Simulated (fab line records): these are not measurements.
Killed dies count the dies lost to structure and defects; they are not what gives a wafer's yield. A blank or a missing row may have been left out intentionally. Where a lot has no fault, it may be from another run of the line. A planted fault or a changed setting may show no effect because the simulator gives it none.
Which tool is to blame? || flow sfq line || 14 lots (40 wafers sampled), 1 step of a 325-step route

== WHAT EACH GAUGE READ, for each wafer ==
Not one reading of a measure or inspect step in the record can be checked against a usual standard deviation.

== TOOL THAT RAN EACH LOT (tool first, then ch and the chambers of the sampled wafers, then the start) ==
{"lot": "L492", "SFQ_TRILAYER_C5_BARC_OPEN_VIA_ETCH_210": "rie diel-03 ch 0,1, day 62 18:39"}
{"lot": "L495", "SFQ_TRILAYER_C5_BARC_OPEN_VIA_ETCH_210": "rie diel-03 ch 0,1,2, day 63 19:43"}
{"lot": "L496", "SFQ_TRILAYER_C5_BARC_OPEN_VIA_ETCH_210": "rie diel-02 ch 0,1,3, day 64 00:38"}
{"lot": "L497", "SFQ_TRILAYER_C5_BARC_OPEN_VIA_ETCH_210": "rie diel-03 ch 0,1,3, day 64 15:02"}
{"lot": "L498", "SFQ_TRILAYER_C5_BARC_OPEN_VIA_ETCH_210": "rie diel-02 ch 0,1, day 65 11:25"}
{"lot": "L499", "SFQ_TRILAYER_C5_BARC_OPEN_VIA_ETCH_210": "rie diel-04 ch 0,1,3, day 65 14:49"}
{"lot": "L500", "SFQ_TRILAYER_C5_BARC_OPEN_VIA_ETCH_210": "rie diel-02 ch 0,1,2, day 66 14:49"}
{"lot": "L503", "SFQ_TRILAYER_C5_BARC_OPEN_VIA_ETCH_210": "rie diel-03 ch 0,2,3, day 71 11:22"}
{"lot": "L506", "SFQ_TRILAYER_C5_BARC_OPEN_VIA_ETCH_210": "rie diel-03 ch 0,3, day 71 22:10"}
{"lot": "L507", "SFQ_TRILAYER_C5_BARC_OPEN_VIA_ETCH_210": "rie diel-04 ch 0,1,2, day 71 23:22"}
{"lot": "L509", "SFQ_TRILAYER_C5_BARC_OPEN_VIA_ETCH_210": "rie diel-03 ch 1,2, day 72 05:08"}
{"lot": "L511", "SFQ_TRILAYER_C5_BARC_OPEN_VIA_ETCH_210": "rie diel-03 ch 2, day 72 14:44"}
{"lot": "L512", "SFQ_TRILAYER_C5_BARC_OPEN_VIA_ETCH_210": "rie diel-02 ch 0,3, day 72 18:20"}
{"lot": "L514", "SFQ_TRILAYER_C5_BARC_OPEN_VIA_ETCH_210": "rie diel-04 ch 1,2, day 72 20:44"}
- SFQ_TRILAYER_C5_BARC_OPEN_VIA_ETCH_210: etches BARC in O2, target depth 125 nm, time 41.7 s.

== WHAT THE TOOLS THEMSELVES READ (means of the sampled wafers that have a number; where no wafer has one, the mark that the record gives instead) ==
SFQ_TRILAYER_C5_BARC_OPEN_VIA_ETCH_210.
{"lot": "L492", "tool": "rie diel-03", "drypump motor current A (A)": 5.9, "oes product au (a.u.)": 0.689, "run length s (s)": 70.1}
{"lot": "L495", "tool": "rie diel-03", "drypump motor current A (A)": 5.9, "oes product au (a.u.)": 0.685, "run length s (s)": 70.5}
{"lot": "L496", "tool": "rie diel-02", "drypump motor current A (A)": 6.0, "oes product au (a.u.)": 0.689, "run length s (s)": 70.0}
{"lot": "L497", "tool": "rie diel-03", "drypump motor current A (A)": 5.9, "oes product au (a.u.)": 0.684, "run length s (s)": 70.2}
{"lot": "L498", "tool": "rie diel-02", "drypump motor current A (A)": 5.7, "oes product au (a.u.)": 0.686, "run length s (s)": 70.2}
{"lot": "L499", "tool": "rie diel-04", "drypump motor current A (A)": 5.8, "oes product au (a.u.)": 0.686, "run length s (s)": 69.8}
{"lot": "L500", "tool": "rie diel-02", "drypump motor current A (A)": 5.6, "oes product au (a.u.)": 0.682, "run length s (s)": 70.2}
{"lot": "L503", "tool": "rie diel-03", "drypump motor current A (A)": 6.1, "oes product au (a.u.)": 0.687, "run length s (s)": 70.2}
{"lot": "L506", "tool": "rie diel-03", "drypump motor current A (A)": 6.0, "oes product au (a.u.)": 0.687, "run length s (s)": 70.2}
{"lot": "L507", "tool": "rie diel-04", "drypump motor current A (A)": 5.9, "oes product au (a.u.)": 0.684, "run length s (s)": 69.9}
{"lot": "L509", "tool": "rie diel-03", "drypump motor current A (A)": 5.9, "oes product au (a.u.)": 0.671, "run length s (s)": 71.8}
{"lot": "L511", "tool": "rie diel-03", "drypump motor current A (A)": 6.2, "oes product au (a.u.)": 0.671, "run length s (s)": 72.2}
{"lot": "L512", "tool": "rie diel-02", "drypump motor current A (A)": 5.9, "oes product au (a.u.)": 0.684, "run length s (s)": 69.8}
{"lot": "L514", "tool": "rie diel-04", "drypump motor current A (A)": 6.1, "oes product au (a.u.)": 0.684, "run length s (s)": 69.8}

== THE ANSWER, worked out from the rows above alone ==
Rule: the lots themselves supply what counts as usual. Put in order of their means at a reading, lots are off if they are a third of the lots or fewer, leave a main group of 4 or more, and stand apart from it by a gap of 3 or more times the standard deviation of the main group's means; of several such gaps the widest counts. If all means in a main group match to the digits the tables above print for the reading, that group is not used. A lot without any number at a reading at which 4 lots or more have one is off too. The other lots that the step has rows for count as sound. The gauges are gone through in route order, then the tools' own readings, and for those a lot's mean is taken as printed above. At the first step where some lot is off, the reading lying furthest off is the one used; lots without a number count as furthest.
Off, at SFQ_TRILAYER_C5_BARC_OPEN_VIA_ETCH_210 on run length s: L509, L511. The main group: mean 70.1 s, standard deviation 0.21.
A tool fits if, at that step or a process step before it, it ran every lot that is off, and no sound lot after the first of them. One fits: SFQ_TRILAYER_C5_BARC_OPEN_VIA_ETCH_210 on rie diel-03. A fault onset in the window from L506 (day 71 22:10, its last sound lot) to L509 (day 72 05:08, its first lot off) fits.
The tool's own readings at SFQ_TRILAYER_C5_BARC_OPEN_VIA_ETCH_210 bear it out: on the lots that are off they differ by more than 5 times the standard deviation of the sound lots' means. oes product au reads 0.671 a.u. there against 0.686 a.u. on the sound lots; run length s reads 72.0 s there against 70.1 s on the sound lots.

== WHAT WAS PUT IN BY THE SIMULATOR ==
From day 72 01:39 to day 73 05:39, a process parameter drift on rie diel-03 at SFQ_TRILAYER_C5_BARC_OPEN_VIA_ETCH_210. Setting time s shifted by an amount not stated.
Shown lots that were struck: L509, L511. The same result came from the rule above.
